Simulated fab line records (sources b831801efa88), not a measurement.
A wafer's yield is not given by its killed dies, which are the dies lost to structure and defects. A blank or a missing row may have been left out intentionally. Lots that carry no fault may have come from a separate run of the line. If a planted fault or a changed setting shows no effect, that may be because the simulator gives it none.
The tool behind it: which one? / flow gf180mcu / 24 lots, 72 wafers sampled, at 6 steps of a route of 602

## WHAT THE GAUGES READ, wafer by wafer
GF_V2_RS_MEAS_24: measurement is done with a four-point probe.
lot=L074; measured=day 20 09:06; on=film_metro-03; V2_W_RS (ohm/sq)=0.320 0.321 0.319
lot=L075; measured=day 20 16:14; on=film_metro-04; V2_W_RS (ohm/sq)=0.320 0.319 0.317
lot=L076; measured=day 21 03:40; on=film_metro-01; V2_W_RS (ohm/sq)=0.322 0.323 0.324
lot=L077; measured=day 21 16:22; on=film_metro-04; V2_W_RS (ohm/sq)=0.326 0.327 0.329
lot=L078; measured=day 21 23:35; on=film_metro-01; V2_W_RS (ohm/sq)=0.321 0.318 0.322
lot=L079; measured=day 22 09:38; on=film_metro-01; V2_W_RS (ohm/sq)=0.327 0.327 0.322
lot=L080; measured=day 22 20:04; on=film_metro-04; V2_W_RS (ohm/sq)=0.322 0.319 0.322
lot=L081; measured=day 23 05:23; on=film_metro-01; V2_W_RS (ohm/sq)=0.330 0.326 0.329
lot=L082; measured=day 23 14:08; on=film_metro-03; V2_W_RS (ohm/sq)=0.322 0.323 0.318
lot=L083; measured=day 24 02:54; on=film_metro-01; V2_W_RS (ohm/sq)=0.318 0.327 0.322
lot=L084; measured=day 24 09:55; on=film_metro-03; V2_W_RS (ohm/sq)=0.326 0.320 0.327
lot=L085; measured=day 24 11:16; on=film_metro-01; V2_W_RS (ohm/sq)=0.326 0.323 0.329
lot=L086; measured=day 24 20:46; on=film_metro-03; V2_W_RS (ohm/sq)=0.324 0.318 0.324
lot=L087; measured=day 25 05:59; on=film_metro-01; V2_W_RS (ohm/sq)=0.329 0.327 0.325
lot=L088; measured=day 25 15:01; on=film_metro-01; V2_W_RS (ohm/sq)=0.325 0.335 0.328
lot=L089; measured=day 25 21:50; on=film_metro-01; V2_W_RS (ohm/sq)=0.331 0.322 0.321
lot=L090; measured=day 26 02:14; on=film_metro-03; V2_W_RS (ohm/sq)=0.319 0.323 0.324
lot=L091; measured=day 26 06:31; on=film_metro-01; V2_W_RS (ohm/sq)=0.326 0.326 0.331
lot=L092; measured=day 26 12:43; on=film_metro-04; V2_W_RS (ohm/sq)=0.329 0.323 0.327
lot=L093; measured=day 26 23:06; on=film_metro-01; V2_W_RS (ohm/sq)=0.324 0.323 0.328
lot=L094; measured=day 27 07:14; on=film_metro-01; V2_W_RS (ohm/sq)=0.330 0.330 0.321
lot=L095; measured=day 27 12:02; on=film_metro-04; V2_W_RS (ohm/sq)=0.327 0.321 0.324
lot=L096; measured=day 27 16:10; on=film_metro-01; V2_W_RS (ohm/sq)=0.322 0.329 0.329
lot=L097; measured=day 28 00:07; on=film_metro-01; V2_W_RS (ohm/sq)=0.324 0.327 0.331

GF_M4_OVL_MEAS_15.
lot=L074; measured=day 23 11:47; on=overlay-02; M4_OVL (nm)=-1 0 1
lot=L075; measured=day 23 17:52; on=overlay-01; M4_OVL (nm)=5 0 6
lot=L076; measured=day 24 04:22; on=overlay-02; M4_OVL (nm)=-1 -2 -5
lot=L077; measured=day 24 17:13; on=overlay-02; M4_OVL (nm)=6 1 7
lot=L078; measured=day 24 23:22; on=overlay-02; M4_OVL (nm)=-3 0 3
lot=L079; measured=day 25 08:22; on=overlay-01; M4_OVL (nm)=0 -4 6
lot=L080; measured=day 25 18:40; on=overlay-02; M4_OVL (nm)=-3 2 -7
lot=L081; measured=day 26 02:38; on=overlay-01; M4_OVL (nm)=4 -3 6
lot=L082; measured=day 26 10:52; on=overlay-01; M4_OVL (nm)=6 2 0
lot=L083; measured=day 26 22:52; on=overlay-02; M4_OVL (nm)=3 3 -8
lot=L084; measured=day 27 04:16; on=overlay-02; M4_OVL (nm)=1 7 2
lot=L085; measured=day 27 05:58; on=overlay-01; M4_OVL (nm)=1 9 6
lot=L086; measured=day 27 15:22; on=overlay-01; M4_OVL (nm)=-5 3 -5
lot=L087; measured=day 27 23:34; on=overlay-02; M4_OVL (nm)=-6 -1 -3
lot=L088; measured=day 28 08:59; on=overlay-02; M4_OVL (nm)=-1 4 2
lot=L089; measured=day 28 14:08; on=overlay-01; M4_OVL (nm)=1 4 7
lot=L090; measured=day 28 18:25; on=overlay-01; M4_OVL (nm)=1 -3 -4
lot=L091; measured=day 28 22:26; on=overlay-02; M4_OVL (nm)=-1 9 3
lot=L092; measured=day 29 03:52; on=overlay-02; M4_OVL (nm)=5 7 7
lot=L093; measured=day 29 14:32; on=overlay-02; M4_OVL (nm)=3 1 -4
lot=L094; measured=day 29 21:13; on=overlay-02; M4_OVL (nm)=8 -2 3
lot=L095; measured=day 30 00:49; on=overlay-01; M4_OVL (nm)=8 7 8
lot=L096; measured=day 30 05:50; on=overlay-01; M4_OVL (nm)=2 0 4
lot=L097; measured=day 30 13:52; on=overlay-01; M4_OVL (nm)=1 5 0

GF_V4_OVL_MEAS_15.
lot=L074; measured=day 24 11:28; on=overlay-02; V4_OVL (nm)=-2 5 0
lot=L075; measured=day 24 17:41; on=overlay-01; V4_OVL (nm)=-10 -7 -7
lot=L076; measured=day 25 03:43; on=overlay-01; V4_OVL (nm)=-2 3 -5
lot=L077; measured=day 25 16:04; on=overlay-01; V4_OVL (nm)=-5 1 -9
lot=L078; measured=day 25 22:17; on=overlay-02; V4_OVL (nm)=-14 -9 -7
lot=L079; measured=day 26 06:43; on=overlay-01; V4_OVL (nm)=11 0 8
lot=L080; measured=day 26 16:47; on=overlay-01; V4_OVL (nm)=-1 2 0
lot=L081; measured=day 27 00:34; on=overlay-02; V4_OVL (nm)=1 -6 -4
lot=L082; measured=day 27 08:31; on=overlay-02; V4_OVL (nm)=4 0 0
lot=L083; measured=day 27 20:22; on=overlay-01; V4_OVL (nm)=-1 -9 -4
lot=L084; measured=day 28 01:46; on=overlay-02; V4_OVL (nm)=-1 -1 -10
lot=L085; measured=day 28 03:28; on=overlay-01; V4_OVL (nm)=-2 -1 -2
lot=L086; measured=day 28 12:25; on=overlay-01; V4_OVL (nm)=10 9 2
lot=L087; measured=day 28 20:32; on=overlay-01; V4_OVL (nm)=0 1 1
lot=L088; measured=day 29 05:43; on=overlay-01; V4_OVL (nm)=-2 -8 -2
lot=L089; measured=day 29 10:31; on=overlay-02; V4_OVL (nm)=2 -10 -10
lot=L090; measured=day 29 15:11; on=overlay-01; V4_OVL (nm)=-1 -1 -2
lot=L091; measured=day 29 19:02; on=overlay-01; V4_OVL (nm)=4 5 4
lot=L092; measured=day 30 00:04; on=overlay-01; V4_OVL (nm)=6 3 3
lot=L093; measured=day 30 10:26; on=overlay-02; V4_OVL (nm)=13 4 3
lot=L094; measured=day 30 17:08; on=overlay-02; V4_OVL (nm)=-2 -2 1
lot=L095; measured=day 30 20:28; on=overlay-01; V4_OVL (nm)=4 0 5
lot=L096; measured=day 31 01:05; on=overlay-01; V4_OVL (nm)=-5 -4 -5
lot=L097; measured=day 31 09:31; on=overlay-02; V4_OVL (nm)=0 -7 -9

GF_V5_CD_MEAS_14: the cd target is 260 nm.
lot=L074; measured=day 27 07:11; on=cd_sem-01; cd_nm (nm)=259.4 259.5 259.5
lot=L075; measured=day 27 12:23; on=cd_sem-02; cd_nm (nm)=260.0 259.6 260.4
lot=L076; measured=day 27 22:04; on=cd_sem-02; cd_nm (nm)=259.5 258.4 258.9
lot=L077; measured=day 28 08:48; on=cd_sem-01; cd_nm (nm)=261.0 260.2 260.6
lot=L078; measured=day 28 14:08; on=cd_sem-01; cd_nm (nm)=259.2 259.6 259.2
lot=L079; measured=day 28 22:36; on=cd_sem-01; cd_nm (nm)=261.3 263.5 262.6
lot=L080; measured=day 29 07:19; on=cd_sem-02; cd_nm (nm)=260.7 261.0 260.2
lot=L081; measured=day 29 14:43; on=cd_sem-01; cd_nm (nm)=260.0 259.4 259.7
lot=L082; measured=day 29 21:27; on=cd_sem-02; cd_nm (nm)=260.4 261.4 260.4
lot=L083; measured=day 30 09:11; on=cd_sem-01; cd_nm (nm)=260.4 259.8 260.4
lot=L084; measured=day 30 14:05; on=cd_sem-02; cd_nm (nm)=259.9 259.9 258.8
lot=L085; measured=day 30 15:31; on=cd_sem-01; cd_nm (nm)=257.4 258.8 258.0
lot=L086; measured=day 30 23:51; on=cd_sem-02; cd_nm (nm)=259.2 260.9 258.9
lot=L087; measured=day 31 07:11; on=cd_sem-02; cd_nm (nm)=261.0 260.3 259.7
lot=L088; measured=day 31 16:31; on=cd_sem-01; cd_nm (nm)=260.3 259.2 259.5
lot=L089; measured=day 31 20:42; on=cd_sem-02; cd_nm (nm)=257.1 258.8 260.2
lot=L090; measured=day 32 01:02; on=cd_sem-01; cd_nm (nm)=258.5 259.8 260.8
lot=L091; measured=day 32 04:07; on=cd_sem-02; cd_nm (nm)=259.3 258.4 259.1
lot=L092; measured=day 32 08:41; on=cd_sem-02; cd_nm (nm)=261.1 260.5 260.9
lot=L093; measured=day 32 17:35; on=cd_sem-02; cd_nm (nm)=259.0 259.0 258.0
lot=L094; measured=day 32 23:33; on=cd_sem-02; cd_nm (nm)=260.7 259.4 259.1
lot=L095; measured=day 33 01:49; on=cd_sem-02; cd_nm (nm)=259.3 258.0 259.2
lot=L096; measured=day 33 08:05; on=cd_sem-01; cd_nm (nm)=261.0 260.6 261.8
lot=L097; measured=day 33 14:20; on=cd_sem-02; cd_nm (nm)=260.4 259.5 260.8

## EACH LOT AND THE TOOL THAT RAN IT (in order: tool; ch and the chambers of the sampled wafers; start)
lot=L074; GF_V1_CMP_26=cmp-02 ch 1,3, day 18 05:39; GF_V4_ETCH_16=rie_diel-03 ch 1,3, day 24 11:30
lot=L075; GF_V1_CMP_26=cmp-01 ch 1,2,3, day 18 13:58; GF_V4_ETCH_16=rie_diel-02 ch 0,1,2, day 24 17:43
lot=L076; GF_V1_CMP_26=cmp-02 ch 1,3, day 18 23:38; GF_V4_ETCH_16=rie_diel-03 ch 0,1,3, day 25 03:45
lot=L077; GF_V1_CMP_26=cmp-01 ch 0,2,3, day 19 13:17; GF_V4_ETCH_16=rie_diel-01 ch 0,1,2, day 25 16:06
lot=L078; GF_V1_CMP_26=cmp-02 ch 0,1,2, day 19 21:02; GF_V4_ETCH_16=rie_diel-01 ch 2,3, day 25 22:19
lot=L079; GF_V1_CMP_26=cmp-02 ch 0,2,3, day 20 06:32; GF_V4_ETCH_16=rie_diel-03 ch 0,1,2, day 26 06:45
lot=L080; GF_V1_CMP_26=cmp-02 ch 0,2,3, day 20 17:07; GF_V4_ETCH_16=rie_diel-01 ch 0,1,3, day 26 16:49
lot=L081; GF_V1_CMP_26=cmp-01 ch 0,1, day 21 03:49; GF_V4_ETCH_16=rie_diel-03 ch 1,2, day 27 00:36
lot=L082; GF_V1_CMP_26=cmp-01 ch 0,2,3, day 21 12:34; GF_V4_ETCH_16=rie_diel-01 ch 0,2,3, day 27 08:33
lot=L083; GF_V1_CMP_26=cmp-02 ch 0,1,3, day 22 00:47; GF_V4_ETCH_16=rie_diel-03 ch 0,3, day 27 20:24
lot=L084; GF_V1_CMP_26=cmp-01 ch 0,2,3, day 22 10:10; GF_V4_ETCH_16=rie_diel-01 ch 1,2,3, day 28 01:48
lot=L085; GF_V1_CMP_26=cmp-02 ch 2,3, day 22 11:13; GF_V4_ETCH_16=rie_diel-03 ch 0,3, day 28 03:30
lot=L086; GF_V1_CMP_26=cmp-02 ch 0,1,3, day 22 21:02; GF_V4_ETCH_16=rie_diel-01 ch 1,2, day 28 12:27
lot=L087; GF_V1_CMP_26=cmp-02 ch 0,1,2, day 23 06:17; GF_V4_ETCH_16=rie_diel-02 ch 0,1, day 28 20:34
lot=L088; GF_V1_CMP_26=cmp-02 ch 0,1, day 23 16:23; GF_V4_ETCH_16=rie_diel-02 ch 1,2,3, day 29 05:45
lot=L089; GF_V1_CMP_26=cmp-01 ch 1,2,3, day 23 21:52; GF_V4_ETCH_16=rie_diel-01 ch 0,1,3, day 29 10:33
lot=L090; GF_V1_CMP_26=cmp-01 ch 1,2,3, day 24 03:26; GF_V4_ETCH_16=rie_diel-01 ch 0,3, day 29 15:13
lot=L091; GF_V1_CMP_26=cmp-01 ch 0,1,2, day 24 09:26; GF_V4_ETCH_16=rie_diel-03 ch 0,2, day 29 19:04
lot=L092; GF_V1_CMP_26=cmp-02 ch 0,1, day 24 15:19; GF_V4_ETCH_16=rie_diel-02 ch 2,3, day 30 00:06
lot=L093; GF_V1_CMP_26=cmp-01 ch 1,2,3, day 25 02:17; GF_V4_ETCH_16=rie_diel-01 ch 0,3, day 30 10:28
lot=L094; GF_V1_CMP_26=cmp-02 ch 1,3, day 25 10:56; GF_V4_ETCH_16=rie_diel-01 ch 0,1,3, day 30 17:10
lot=L095; GF_V1_CMP_26=cmp-01 ch 1,2, day 25 15:41; GF_V4_ETCH_16=rie_diel-02 ch 0,1,3, day 30 20:30
lot=L096; GF_V1_CMP_26=cmp-02 ch 1,2,3, day 25 20:28; GF_V4_ETCH_16=rie_diel-03 ch 2,3, day 31 01:07
lot=L097; GF_V1_CMP_26=cmp-01 ch 1,2,3, day 26 05:16; GF_V4_ETCH_16=rie_diel-01 ch 0,1,3, day 31 09:33
- GF_V1_CMP_26: polishes, stops on SiO2, t overpolish 15 s, target thk 0 nm.
- GF_V4_ETCH_16: etches BARC in N2/H2.

## AS READ BY THE TOOLS THEMSELVES (means over the sampled wafers that have a number; for cases with no such wafer, the mark the record gives instead)
GF_V1_CMP_26.
lot=L074; tool=cmp-02; motor_current_A (A)=11.6; overpolish_run_s (s)=14.992; time_to_endpoint_s (s)=84
lot=L075; tool=cmp-01; motor_current_A (A)=11.3; overpolish_run_s (s)=15.006; time_to_endpoint_s (s)=83
lot=L076; tool=cmp-02; motor_current_A (A)=11.1; overpolish_run_s (s)=15.000; time_to_endpoint_s (s)=87
lot=L077; tool=cmp-01; motor_current_A (A)=11.4; overpolish_run_s (s)=15.002; time_to_endpoint_s (s)=82
lot=L078; tool=cmp-02; motor_current_A (A)=10.8; overpolish_run_s (s)=14.991; time_to_endpoint_s (s)=80
lot=L079; tool=cmp-02; motor_current_A (A)=11.4; overpolish_run_s (s)=14.998; time_to_endpoint_s (s)=82
lot=L080; tool=cmp-02; motor_current_A (A)=11.5; overpolish_run_s (s)=14.999; time_to_endpoint_s (s)=82
lot=L081; tool=cmp-01; motor_current_A (A)=9.9; overpolish_run_s (s)=14.985; time_to_endpoint_s (s)=86
lot=L082; tool=cmp-01; motor_current_A (A)=11.4; overpolish_run_s (s)=15.007; time_to_endpoint_s (s)=81
lot=L083; tool=cmp-02; motor_current_A (A)=11.2; overpolish_run_s (s)=15.006; time_to_endpoint_s (s)=85
lot=L084; tool=cmp-01; motor_current_A (A)=11.2; overpolish_run_s (s)=14.997; time_to_endpoint_s (s)=84
lot=L085; tool=cmp-02; motor_current_A (A)=11.9; overpolish_run_s (s)=14.992; time_to_endpoint_s (s)=88
lot=L086; tool=cmp-02; motor_current_A (A)=10.9; overpolish_run_s (s)=14.994; time_to_endpoint_s (s)=83
lot=L087; tool=cmp-02; motor_current_A (A)=10.3; overpolish_run_s (s)=15.003; time_to_endpoint_s (s)=83
lot=L088; tool=cmp-02; motor_current_A (A)=10.7; overpolish_run_s (s)=15.005; time_to_endpoint_s (s)=85
lot=L089; tool=cmp-01; motor_current_A (A)=11.4; overpolish_run_s (s)=14.997; time_to_endpoint_s (s)=86
lot=L090; tool=cmp-01; motor_current_A (A)=11.3; overpolish_run_s (s)=14.988; time_to_endpoint_s (s)=88
lot=L091; tool=cmp-01; motor_current_A (A)=10.6; overpolish_run_s (s)=15.008; time_to_endpoint_s (s)=88
lot=L092; tool=cmp-02; motor_current_A (A)=10.5; overpolish_run_s (s)=15.001; time_to_endpoint_s (s)=87
lot=L093; tool=cmp-01; motor_current_A (A)=11.4; overpolish_run_s (s)=15.001; time_to_endpoint_s (s)=82
lot=L094; tool=cmp-02; motor_current_A (A)=11.4; overpolish_run_s (s)=14.992; time_to_endpoint_s (s)=84
lot=L095; tool=cmp-01; motor_current_A (A)=10.1; overpolish_run_s (s)=15.009; time_to_endpoint_s (s)=84
lot=L096; tool=cmp-02; motor_current_A (A)=11.5; overpolish_run_s (s)=14.986; time_to_endpoint_s (s)=87
lot=L097; tool=cmp-01; motor_current_A (A)=11.4; overpolish_run_s (s)=15.012; time_to_endpoint_s (s)=85

GF_V4_ETCH_16.
lot=L074; tool=rie_diel-03; drypump_motor_current_A (A)=5.1; oes_product_au (a.u.)=0.856; throttle_valve_pct (%)=13.227
lot=L075; tool=rie_diel-02; drypump_motor_current_A (A)=5.9; oes_product_au (a.u.)=0.857; throttle_valve_pct (%)=13.227
lot=L076; tool=rie_diel-03; drypump_motor_current_A (A)=5.4; oes_product_au (a.u.)=0.854; throttle_valve_pct (%)=13.231
lot=L077; tool=rie_diel-01; drypump_motor_current_A (A)=5.9; oes_product_au (a.u.)=0.852; throttle_valve_pct (%)=13.227
lot=L078; tool=rie_diel-01; drypump_motor_current_A (A)=5.9; oes_product_au (a.u.)=0.856; throttle_valve_pct (%)=13.234
lot=L079; tool=rie_diel-03; drypump_motor_current_A (A)=5.6; oes_product_au (a.u.)=0.859; throttle_valve_pct (%)=13.233
lot=L080; tool=rie_diel-01; drypump_motor_current_A (A)=5.7; oes_product_au (a.u.)=0.856; throttle_valve_pct (%)=13.228
lot=L081; tool=rie_diel-03; drypump_motor_current_A (A)=5.5; oes_product_au (a.u.)=0.856; throttle_valve_pct (%)=13.230
lot=L082; tool=rie_diel-01; drypump_motor_current_A (A)=5.9; oes_product_au (a.u.)=0.854; throttle_valve_pct (%)=13.220
lot=L083; tool=rie_diel-03; drypump_motor_current_A (A)=5.1; oes_product_au (a.u.)=0.860; throttle_valve_pct (%)=13.221
lot=L084; tool=rie_diel-01; drypump_motor_current_A (A)=5.9; oes_product_au (a.u.)=0.856; throttle_valve_pct (%)=13.224
lot=L085; tool=rie_diel-03; drypump_motor_current_A (A)=5.1; oes_product_au (a.u.)=0.852; throttle_valve_pct (%)=13.224
lot=L086; tool=rie_diel-01; drypump_motor_current_A (A)=5.9; oes_product_au (a.u.)=0.853; throttle_valve_pct (%)=13.237
lot=L087; tool=rie_diel-02; drypump_motor_current_A (A)=5.7; oes_product_au (a.u.)=0.852; throttle_valve_pct (%)=13.223
lot=L088; tool=rie_diel-02; drypump_motor_current_A (A)=5.4; oes_product_au (a.u.)=0.852; throttle_valve_pct (%)=13.229
lot=L089; tool=rie_diel-01; drypump_motor_current_A (A)=5.7; oes_product_au (a.u.)=0.853; throttle_valve_pct (%)=13.222
lot=L090; tool=rie_diel-01; drypump_motor_current_A (A)=5.8; oes_product_au (a.u.)=0.853; throttle_valve_pct (%)=13.226
lot=L091; tool=rie_diel-03; drypump_motor_current_A (A)=5.5; oes_product_au (a.u.)=0.855; throttle_valve_pct (%)=13.220
lot=L092; tool=rie_diel-02; drypump_motor_current_A (A)=5.4; oes_product_au (a.u.)=0.857; throttle_valve_pct (%)=13.227
lot=L093; tool=rie_diel-01; drypump_motor_current_A (A)=5.8; oes_product_au (a.u.)=0.852; throttle_valve_pct (%)=13.218
lot=L094; tool=rie_diel-01; drypump_motor_current_A (A)=5.7; oes_product_au (a.u.)=0.853; throttle_valve_pct (%)=13.219
lot=L095; tool=rie_diel-02; drypump_motor_current_A (A)=5.6; oes_product_au (a.u.)=0.857; throttle_valve_pct (%)=13.232
lot=L096; tool=rie_diel-03; drypump_motor_current_A (A)=5.2; oes_product_au (a.u.)=0.854; throttle_valve_pct (%)=13.233
lot=L097; tool=rie_diel-01; drypump_motor_current_A (A)=5.7; oes_product_au (a.u.)=0.855; throttle_valve_pct (%)=13.222

## THE ANSWER, worked out from the rows above alone
Rule: the lots themselves supply what counts as usual. Put in order of their means at a reading, lots are off if they are a third of the lots or fewer, leave a main group of 4 or more, and stand apart from it by a gap of 3 or more times the standard deviation of the main group's means; of several such gaps the widest counts. A main group whose means are all the same, to the digits that the tables above print for the reading, isn't used. Also off: a lot with no number at a reading for which 4 or more lots have one. All remaining lots with rows at the step are treated as sound. Order of review: gauges by route order, followed by the tools' own readings, for which a lot's mean as printed above is used. The first step at which some lot is off is used, and at that step the reading that is off furthest; a lot without a number counts as furthest.
Across all readings shown, no lot is off: no conclusion can be drawn from this.

## WHAT THE SIMULATOR PUT IN
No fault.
